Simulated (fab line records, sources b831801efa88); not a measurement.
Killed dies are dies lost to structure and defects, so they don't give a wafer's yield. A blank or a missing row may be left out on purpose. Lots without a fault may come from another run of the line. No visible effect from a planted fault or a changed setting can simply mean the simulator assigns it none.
fab line records | flow sky130
[record] lots = 12 wafers = 36 last_day = 50
route steps=708 shown POLY_GATE@229 SD_P@324 SD_N@349 PAD_OPEN@708
lots that met no fault: taken from a fault-free run of the same line
start_h: start of the lot's first displayed wafer, in hours after the record's first day | wait_h: hours from the lot's prior step to this one | " repeats the value in the row above | L1.1+2: a single row standing in for several wafers | - no value, or no start was given | * or withheld: withheld | < > ~ a bound
route shown NAME@n: names a module that has steps shown in the file, with the first one's number in the route | usual: mean/standard deviation taken from wafers without a fault | same: alike in all rows | chamber/n: place in a boat | sites: the reading at each site | _std_site: how widely they spread, as a standard deviation | _edge_site: inner sites' mean taken away from outer sites' mean | radius_mm: for every site, how far away it sits from the centre of the wafer | mask NAME#n: copy n | behind: the tool/chamber that last shaped the wafer | hold: reason for holding the lot/hours on hold/outcome of the hold | device: names the non-switching transistor (n, p or np) | end of line: the tests these same wafers got at the end of their route | for a step that has no rows: nothing shown but its recipe | killed: dies that structure and defects cost at the first sort, which is not the same as the wafer's yield | map: a wafer's dies, marking killed ones x, the rest . and places with no die _
set.NAME: the setting as run; set.NAME@STEP: as run at that earlier step | model.NAME: the simulator's own value behind a step, which no gauge read
the route's steps for a sample of lots (tables are steps, rows are wafers)
services: when a tool's chamber went out of use (start_h, in hours from the record's first day, below 0 if earlier), for how many hours, and the reason
[[steps]]
[step SKY_POLY_GATE_ETCH_15]
[recipe] chemistry = N2/H2 target = BARC ion_energy_ev = 200 source_w = 500 bias_w = 100 pressure_mtorr = 30 n2_flow_sccm = 100 h2_flow_sccm = 200 stop_on = SiO2 time_s = 118.5 target_depth_a = 1100
[usual] drypump_motor_current_A = 5.6/0.46 oes_product_au = 0.715/0.0048 throttle_valve_pct = 13.212/0.0088
// columns lot.wafer tool chamber start_h wait_h drypump_motor_current_A oes_product_au rf_hours_counter_h throttle_valve_pct
L838.1 rie_diel-04 3 365.38 0.0 5.3 0.714 42 13.207
L838.2 " 1 " " 5.8 0.721 12 13.215
L838.6 " 0 " " 5.1 0.721 - 13.206
L839.2 rie_diel-01 2 378.28 0.0 6.7 0.719 4 13.205
L839.3 " 3 " " 5.5 0.720 72 13.212
L839.6 " 0 " " 5.4 0.712 - 13.218
L840.1 rie_diel-02 3 391.43 0.0 5.2 0.723 3 13.196
L840.2 " 0 " " 5.6 0.713 7 13.212
L840.5 " 2 " " 6.0 0.711 - 13.218
L842.1 rie_diel-01 1 408.68 0.0 5.2 0.723 2 13.209
L842.3 " 0 " " 5.5 0.712 78 13.231
L842.4 " 3 " " 5.5 0.709 72 13.212
L844.3 rie_diel-01 3 416.08 0.0 5.5 0.713 73 13.218
L844.4 " 2 " " 6.7 0.716 5 13.225
L844.6 " 0 " " 5.4 0.718 - 13.212
L843.3 rie_diel-02 0 418.08 0.0 5.6 0.709 8 13.214
L843.4 " 0 " " 5.6 0.723 - 13.205
L843.6 " 3 " " 5.3 0.706 - 13.202
L848.4 rie_diel-01 2 464.67 0.1 6.7 0.715 - 13.217
L848.5 " 0 " " 5.5 0.720 - 13.217
L848.6 " 3 " " 5.5 0.717 - 13.214
L849.1 rie_diel-04 2 474.13 0.0 5.2 0.718 6 13.211
L849.3 " 1 " " 5.8 0.710 14 13.218
L849.4 " 3 " " 5.4 0.716 44 13.216
L850.1 rie_diel-02 0 474.58 0.0 5.6 0.713 8 13.207
L850.3 " 1 " " 5.7 0.716 51 13.218
L850.6 " 0 " " 5.6 0.712 - 13.221
L853.1 rie_diel-04 0 503.73 0.0 5.1 0.716 57 13.212
L853.2 " 2 " " 5.2 0.712 7 13.215
L853.6 " 2 " " 5.2 0.717 - 13.211
L854.2 rie_diel-01 0 505.38 0.0 5.5 0.713 80 13.222
L854.4 " 2 " " 6.8 0.721 6 13.200
L854.5 " 1 " " 5.3 0.721 - 13.217
L861.2 rie_diel-04 2 566.78 0.0 5.2 0.713 8 13.219
L861.4 " 1 " " 5.8 0.708 16 13.210
L861.5 " 0 " " 5.1 0.708 - 13.214
[step SKY_SD_P_EXPOSE_04]
[recipe] mask_id = PSDM na = 0.6 source_shape = conventional sigma_outer = 0.6 polarization = unpolarized target_cd_nm = 380 dose_mj = 138
[usual] focus_offset_nm = -0.1/0.52
// columns lot.wafer tool chamber start_h wait_h mask focus_offset_nm
L838.1 iline_stepper-02 0 566.20 - PSDM#0 -0.8
L838.2 " 0 " " PSDM#0 0.3
L838.6 " 0 " " PSDM#0 -0.6
L839.2 iline_stepper-01 0 580.49 - PSDM#0 0.1
L839.3 " 0 " " PSDM#0 0.3
L839.6 " 0 " " PSDM#0 0.4
L840.1 iline_stepper-02 0 593.63 - PSDM#0 0.9
L840.2 " 0 " " PSDM#0 -0.3
L840.5 " 0 " " PSDM#0 0.0
L842.1 iline_stepper-02 0 612.82 - PSDM#0 0.3
L842.3 " 0 " " PSDM#0 -0.4
L842.4 " 0 " " PSDM#0 -0.5
L844.3 iline_stepper-02 0 617.83 - PSDM#0 0.2
L844.4 " 0 " " PSDM#0 0.7
L844.6 " 0 " " PSDM#0 0.6
L843.3 iline_stepper-02 0 621.27 - PSDM#0 0.1
L843.4 " 0 " " PSDM#0 -0.1
L843.6 " 0 " " PSDM#0 -0.3
L848.4 iline_stepper-01 0 663.13 - PSDM#0 -0.1
L848.5 " 0 " " PSDM#0 0.0
L848.6 " 0 " " PSDM#0 -0.4
L849.1 iline_stepper-02 0 672.35 - PSDM#0 0.4
L849.3 " 0 " " PSDM#0 0.1
L849.4 " 0 " " PSDM#0 -0.3
L850.1 iline_stepper-02 0 673.05 - PSDM#0 -0.3
L850.3 " 0 " " PSDM#0 -0.2
L850.6 " 0 " " PSDM#0 -0.6
L853.1 iline_stepper-02 0 699.97 - PSDM#0 -0.6
L853.2 " 0 " " PSDM#0 0.0
L853.6 " 0 " " PSDM#0 -0.7
L854.2 iline_stepper-02 0 702.09 - NSDM#0 -0.9
L854.4 " 0 " " NSDM#0 -0.5
L854.5 " 0 " " NSDM#0 0.2
L861.2 iline_stepper-01 0 756.15 - PSDM#0 -0.6
L861.4 " 0 " " PSDM#0 -1.2
L861.5 " 0 " " PSDM#0 -0.9
[step SKY_SD_P_CD_MEAS_07]
[recipe] target_cd_nm = 380
[usual] cd_nm = 380.3/2.2
// columns lot.wafer tool chamber start_h wait_h cd_nm
L838.1 cd_sem-02 - 581.03 0.1 379.2
L838.2 " - " " 377.1
L838.6 " - " " 377.5
L839.2 cd_sem-02 - 594.64 0.1 382.6
L839.3 " - " " 380.4
L839.6 " - " " 381.3
L840.1 cd_sem-01 - 607.02 0.1 387.0
L840.2 " - " " 384.3
L840.5 " - " " 386.2
L842.1 cd_sem-01 - 626.07 0.1 378.8
L842.3 " - " " 378.0
L842.4 " - " " 379.0
L844.3 cd_sem-01 - 631.86 0.1 380.5
L844.4 " - " " 379.4
L844.6 " - " " 379.7
L843.3 cd_sem-01 - 635.21 0.1 379.5
L843.4 " - " " 380.0
L843.6 " - " " 380.8
L848.4 cd_sem-01 - 677.89 0.1 379.2
L848.5 " - " " 379.6
L848.6 " - " " 381.4
L849.1 cd_sem-02 - 686.62 0.1 377.6
L849.3 " - " " 380.1
L849.4 " - " " 378.7
L850.1 cd_sem-02 - 687.22 0.1 381.0
L850.3 " - " " 379.5
L850.6 " - " " 378.9
L853.1 cd_sem-01 - 714.02 0.1 380.6
L853.2 " - " " 379.0
L853.6 " - " " 381.1
L854.2 cd_sem-02 - 715.74 0.1 -
L854.4 " - " " -
L854.5 " - " " -
L861.2 cd_sem-02 - 770.39 0.1 382.0
L861.4 " - " " 377.9
L861.5 " - " " 379.6
[step SKY_SD_P_TW_MEAS_11]
[usual] SD_P_TW = 2841/22
// columns lot.wafer tool chamber start_h wait_h SD_P_TW
L838.1 film_metro-02 - 581.43 0.1 2844
L838.2 " - " " 2855
L838.6 " - " " 2847
L839.2 film_metro-02 - 595.04 0.1 2872
L839.3 " - " " 2879
L839.6 " - " " 2857
L840.1 film_metro-04 - 607.42 0.1 2884
L840.2 " - " " 2873
L840.5 " - " " 2877
L842.1 film_metro-04 - 626.47 0.1 2855
L842.3 " - " " 2843
L842.4 " - " " 2866
L844.3 film_metro-03 - 632.24 0.1 2809
L844.4 " - " " 2806
L844.6 " - " " 2811
L843.3 film_metro-03 - 635.59 0.1 2812
L843.4 " - " " 2801
L843.6 " - " " 2800
L848.4 film_metro-04 - 678.26 0.1 2851
L848.5 " - " " 2848
L848.6 " - " " 2847
L849.1 film_metro-02 - 687.03 0.1 2868
L849.3 " - " " 2854
L849.4 " - " " 2847
L850.1 film_metro-02 - 687.63 0.1 2858
L850.3 " - " " 2860
L850.6 " - " " 2873
L853.1 film_metro-04 - 714.42 0.1 2853
L853.2 " - " " 2841
L853.6 " - " " 2846
L854.2 film_metro-02 - 716.14 0.1 30
L854.4 " - " " 30
L854.5 " - " " 30
L861.2 film_metro-03 - 770.79 0.1 2811
L861.4 " - " " 2832
L861.5 " - " " 2827
[step SKY_SD_N_CD_MEAS_07]
[recipe] target_cd_nm = 380
[usual] cd_nm = 380.2/2.7
// columns lot.wafer tool chamber start_h wait_h cd_nm
L838.1 cd_sem-02 - 638.83 0.1 377.3
L838.2 " - " " 377.2
L838.6 " - " " 376.7
L839.2 cd_sem-01 - 651.75 0.1 380.7
L839.3 " - " " 383.5
L839.6 " - " " 379.8
L840.1 cd_sem-01 - 664.38 0.1 375.5
L840.2 " - " " 375.3
L840.5 " - " " 376.1
L842.1 cd_sem-02 - 683.72 0.1 378.6
L842.3 " - " " 381.4
L842.4 " - " " 379.3
L844.3 cd_sem-01 - 689.12 0.1 380.2
L844.4 " - " " 380.8
L844.6 " - " " 381.4
L843.3 cd_sem-02 - 691.96 0.1 382.5
L843.4 " - " " 383.4
L843.6 " - " " 381.6
L848.4 cd_sem-01 - 733.59 0.1 379.8
L848.5 " - " " 381.1
L848.6 " - " " 381.8
L849.1 cd_sem-01 - 743.43 0.1 381.6
L849.3 " - " " 381.7
L849.4 " - " " 383.1
L850.1 cd_sem-02 - 743.87 0.1 378.3
L850.3 " - " " 378.3
L850.6 " - " " 377.4
L853.1 cd_sem-01 - 768.98 0.1 384.6
L853.2 " - " " 384.5
L853.6 " - " " 380.9
L854.2 cd_sem-01 - 771.29 0.1 377.9
L854.4 " - " " 375.3
L854.5 " - " " 378.7
L861.2 cd_sem-01 - 823.40 0.1 381.5
L861.4 " - " " 380.7
L861.5 " - " " 379.9
[step SKY_SD_N_RS_MEAS_17]
[recipe] thk_meas_gauge = four-point-probe
[usual] SD_P_RS = 146.9/0.4
// columns lot.wafer tool chamber start_h wait_h SD_P_RS[ohm/sq]
L838.1 film_metro-04 - 639.79 0.1 147.1
L838.2 " - " " 147.0
L838.6 " - " " 146.8
L839.2 film_metro-03 - 652.71 0.1 146.3
L839.3 " - " " 146.2
L839.6 " - " " 146.8
L840.1 film_metro-02 - 665.35 0.1 147.2
L840.2 " - " " 146.9
L840.5 " - " " 147.9
L842.1 film_metro-02 - 684.68 0.1 147.3
L842.3 " - " " 147.5
L842.4 " - " " 147.6
L844.3 film_metro-02 - 690.08 0.1 147.1
L844.4 " - " " 147.0
L844.6 " - " " 147.5
L843.3 film_metro-03 - 692.92 0.1 146.9
L843.4 " - " " 146.5
L843.6 " - " " 146.5
L848.4 film_metro-04 - 734.56 0.1 146.9
L848.5 " - " " 146.5
L848.6 " - " " 146.7
L849.1 film_metro-03 - 744.48 0.1 146.6
L849.3 " - " " 146.7
L849.4 " - " " 146.5
L850.1 film_metro-02 - 744.83 0.1 147.0
L850.3 " - " " 147.3
L850.6 " - " " 146.6
L853.1 film_metro-03 - 769.94 0.1 146.6
L853.2 " - " " 146.2
L853.6 " - " " 146.6
L854.2 film_metro-02 - 772.25 0.1 147.6
L854.4 " - " " 147.2
L854.5 " - " " 147.1
L861.2 film_metro-03 - 824.36 0.1 146.7
L861.4 " - " " 146.6
L861.5 " - " " 146.6
[step SKY_PAD_OPEN_PROBE_99]
[usual] killed_at_M0_to_M3 = 44/7.7 killed_at_M4_up = 3.2/1.7 killed_at_contacts = 24/5.3 killed_at_front_end = 15/4.3 killed_at_other = 0.3/0.57 killed_dies = 87/11 killed_on_rim = 17/3.8 killed_open = 47/7.4 killed_short = 40/6.5
[same] gross_dies = 492 killed_at_back_side = 0
// columns lot.wafer tool chamber start_h wait_h killed_at_M0_to_M3 killed_at_M4_up killed_at_contacts killed_at_front_end killed_at_other killed_dies killed_on_rim killed_open killed_short
L844.3 prober-01 - 1107.59 0.2 45 0 36 18 0 99 17 51 48
L844.4 prober-01 - 1107.64 0.2 32 1 23 13 0 69 13 32 37
L844.6 prober-01 - 1107.74 0.2 57 3 17 7 0 84 17 46 38
L848.4 prober-02 - 1138.97 0.2 42 3 29 14 0 88 19 47 41
L848.5 prober-02 - 1139.02 0.2 67 3 27 11 2 110 14 56 52
L848.6 prober-02 - 1139.07 0.2 40 5 20 8 0 73 13 36 37
L849.1 prober-01 - 1144.20 0.1 40 5 26 20 0 91 18 56 35
L849.3 prober-01 - 1144.30 0.2 32 5 23 16 0 76 14 41 35
L849.4 prober-01 - 1144.35 0.2 51 3 18 15 0 87 20 50 37
L850.1 prober-02 - 1145.80 0.1 41 4 24 21 0 90 23 46 44
L850.3 prober-02 - 1145.90 0.2 50 3 24 18 1 96 19 48 48
L850.6 prober-02 - 1146.05 0.2 46 3 16 23 0 88 20 38 50
L853.1 prober-02 - 1162.29 0.1 43 3 23 19 1 89 15 41 48
L853.2 prober-02 - 1162.34 0.1 34 3 26 20 0 83 13 42 41
L853.6 prober-02 - 1162.54 0.2 42 5 17 12 0 76 15 43 33
L854.2 prober-01 - 1162.73 0.1 46 8 25 412 1 492 96 43 55
L854.4 prober-01 - 1162.83 0.2 53 9 22 408 0 492 96 52 39
L854.5 prober-01 - 1162.88 0.2 37 1 32 421 1 492 96 45 37
// killed by level:class
L844.3 CONTACT:geometric_particle:open=15 VIA1:geometric_particle:open=11 VIA1:geometric_particle:short=9 CONTACT:geometric_particle:short=8 LOCAL_INTERCONNECT:geometric_particle:short=7 VIA3:geometric_particle:open=6 FIELD_ISO:geometric_particle:short=5 LI_CONTACT:geometric_particle:open=5
L844.4 CONTACT:geometric_particle:open=8 VIA1:geometric_particle:short=7 CONTACT:geometric_particle:short=7 VIA1:geometric_particle:open=7 FIELD_ISO:geometric_particle:open=6 METAL2:geometric_particle:short=6 POLY_GATE:geometric_particle:open=3 SPACER:geometric_particle:short=3
L844.6 VIA1:geometric_particle:open=18 VIA1:geometric_particle:short=9 VIA3:geometric_particle:open=6 CONTACT:geometric_particle:short=5 CONTACT:geometric_particle:open=5 METAL2:geometric_particle:short=5 VIA2:geometric_particle:open=5 METAL2:geometric_particle:open=4
L848.4 VIA1:geometric_particle:open=14 CONTACT:geometric_particle:open=12 VIA2:geometric_particle:open=7 METAL1:geometric_particle:short=6 POLY_GATE:geometric_particle:short=5 LOCAL_INTERCONNECT:geometric_particle:short=5 LI_CONTACT:geometric_particle:open=4 LI_CONTACT:geometric_particle:short=4
L848.5 VIA1:geometric_particle:open=17 VIA1:geometric_particle:short=10 CONTACT:geometric_particle:open=9 METAL1:geometric_particle:short=9 LI_CONTACT:geometric_particle:open=7 VIA3:geometric_particle:open=6 METAL3:geometric_particle:short=5 METAL2:geometric_particle:short=5
L848.6 METAL1:geometric_particle:short=8 VIA1:geometric_particle:open=8 VIA2:geometric_particle:open=7 CONTACT:geometric_particle:open=6 METAL2:geometric_particle:short=5 CONTACT:geometric_particle:short=5 VIA1:geometric_particle:short=5 LOCAL_INTERCONNECT:geometric_particle:short=4
L849.1 CONTACT:geometric_particle:open=12 FIELD_ISO:geometric_particle:open=9 VIA1:geometric_particle:open=9 VIA2:geometric_particle:open=7 METAL4:geometric_particle:short=5 LI_CONTACT:geometric_particle:short=4 LI_CONTACT:geometric_particle:open=4 LOCAL_INTERCONNECT:geometric_particle:short=4
L849.3 CONTACT:geometric_particle:open=11 FIELD_ISO:geometric_particle:short=6 VIA1:geometric_particle:open=6 METAL1:geometric_particle:short=5 VIA3:geometric_particle:open=5 LI_CONTACT:geometric_particle:open=4 CONTACT:geometric_particle:short=4 VIA2:geometric_particle:open=4
L849.4 VIA1:geometric_particle:open=15 VIA2:geometric_particle:open=8 VIA3:geometric_particle:open=7 FIELD_ISO:geometric_particle:short=6 METAL1:geometric_particle:short=5 FIELD_ISO:geometric_particle:open=4 LI_CONTACT:geometric_particle:open=4 CONTACT:geometric_particle:open=4
L850.1 FIELD_ISO:geometric_particle:open=9 VIA3:geometric_particle:open=8 METAL2:geometric_particle:short=8 LI_CONTACT:geometric_particle:short=7 VIA1:geometric_particle:open=7 LI_CONTACT:geometric_particle:open=5 CONTACT:geometric_particle:short=5 VIA2:geometric_particle:open=4
L850.3 VIA3:geometric_particle:open=11 FIELD_ISO:geometric_particle:short=7 VIA2:geometric_particle:open=7 LI_CONTACT:geometric_particle:open=7 CONTACT:geometric_particle:open=6 VIA1:geometric_particle:open=6 METAL2:geometric_particle:short=5 VIA2:geometric_particle:short=5
L850.6 FIELD_ISO:geometric_particle:short=8 METAL1:geometric_particle:short=7 METAL2:geometric_particle:short=7 VIA1:geometric_particle:open=6 VIA3:geometric_particle:short=6 FIELD_ISO:geometric_particle:open=5 LOCAL_INTERCONNECT:geometric_particle:short=5 CONTACT:geometric_particle:open=5
L853.1 VIA1:geometric_particle:open=8 VIA2:geometric_particle:open=8 METAL3:geometric_particle:short=7 FIELD_ISO:geometric_particle:short=6 LI_CONTACT:geometric_particle:short=6 LI_CONTACT:geometric_particle:open=6 METAL1:geometric_particle:short=5 CONTACT:geometric_particle:short=5
L853.2 CONTACT:geometric_particle:open=11 FIELD_ISO:geometric_particle:short=9 VIA1:geometric_particle:open=9 LI_CONTACT:geometric_particle:open=6 METAL2:geometric_particle:short=5 METAL1:geometric_particle:short=4 LOCAL_INTERCONNECT:geometric_particle:short=4 POLY_GATE:geometric_particle:open=3
L853.6 LI_CONTACT:geometric_particle:open=10 VIA1:geometric_particle:open=10 VIA2:geometric_particle:open=8 METAL1:geometric_particle:short=5 VIA1:geometric_particle:short=5 VIA3:geometric_particle:open=5 FIELD_ISO:geometric_particle:open=4 METAL4:geometric_particle:short=4
L854.2 SD_P:area_expose=393 CONTACT:geometric_particle:open=8 CONTACT:geometric_particle:short=7 VIA2:geometric_particle:open=7 METAL4:geometric_particle:short=7 METAL1:geometric_particle:short=6 VIA1:geometric_particle:open=6 FIELD_ISO:geometric_particle:open=5
L854.4 SD_P:area_expose=401 VIA3:geometric_particle:open=12 METAL1:geometric_particle:short=9 VIA1:geometric_particle:open=9 LI_CONTACT:geometric_particle:open=7 METAL4:geometric_particle:short=6 CONTACT:geometric_particle:open=5 CONTACT:geometric_particle:short=5
L854.5 SD_P:area_expose=410 CONTACT:geometric_particle:open=13 VIA1:geometric_particle:open=8 LI_CONTACT:geometric_particle:short=7 VIA2:geometric_particle:open=7 LOCAL_INTERCONNECT:geometric_particle:short=6 VIA2:geometric_particle:short=5 VIA3:geometric_particle:open=4
[[services]]
// columns tool chamber start_h hours kind
rie_diel-02 2 377.32 1.4 repair
rie_diel-02 3 393.61 3.7 repair
rie_diel-01 3 393.98 3.1 repair
rie_diel-01 3 412.64 2.4 repair
iline_stepper-01 - 427.98 1.7 pm
iline_stepper-02 - 446.37 3.9 repair
rie_diel-01 1 458.08 7.6 repair
rie_diel-01 - 466.31 31.5 repair
iline_stepper-02 - 491.54 4.1 repair
iline_stepper-02 - 492.76 8.2 repair
rie_diel-04 3 496.25 3.6 repair
iline_stepper-02 - 500.92 1.7 pm
rie_diel-04 1 513.51 2.3 repair
rie_diel-04 2 515.70 14.8 repair
iline_stepper-01 - 523.73 10.3 repair
rie_diel-01 3 526.91 4.8 repair
iline_stepper-02 - 570.37 1.0 repair
rie_diel-02 2 576.43 4.3 repair
rie_diel-01 0 631.34 4.0 repair
rie_diel-01 1 639.10 12.6 repair
iline_stepper-02 - 714.91 1.7 pm
rie_diel-04 2 744.60 1.9 repair
rie_diel-04 - 748.89 14.6 pm
iline_stepper-02 - 749.61 2.1 pm
[[key]]
[first_sign] step = SKY_SD_P_EXPOSE_04 reading = mask direction = changed
[effect] step = SKY_SD_P_CD_MEAS_07 reading = cd_nm direction = missing
[effect] step = SKY_SD_P_TW_MEAS_11 reading = SD_P_TW direction = down sigmas = 99+ usual = 2841 struck = 30
[effect] step = SKY_PAD_OPEN_PROBE_99 reading = killed_at_front_end direction = up sigmas = 93 usual = 15 struck = 414
[more_kills_born_at] SKY_SD_P_EXPOSE_04@iline_stepper-02 = 1204
met_at SKY_SD_P_EXPOSE_04
struck_lots L854
tester_left_out L854
not_acting_at SKY_POLY_GATE_ETCH_15,SKY_SD_N_CD_MEAS_07,SKY_SD_N_RS_MEAS_17
onset_between 699.97 702.09
[fault] kind = wrong_mask tool = any chamber = - onset_h = 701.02 steps = SKY_SD_P_EXPOSE_04 aux_copy = NSDM#0 scope = struck_lots_only
// tester_left_out: of these lots the tester's yield and bins aren't shown, on N5 and GAA mostly nor the transistor test; their killed dies are dies lost to structure and defects alone, not to doping, threshold or leakage, so they don't give the yield
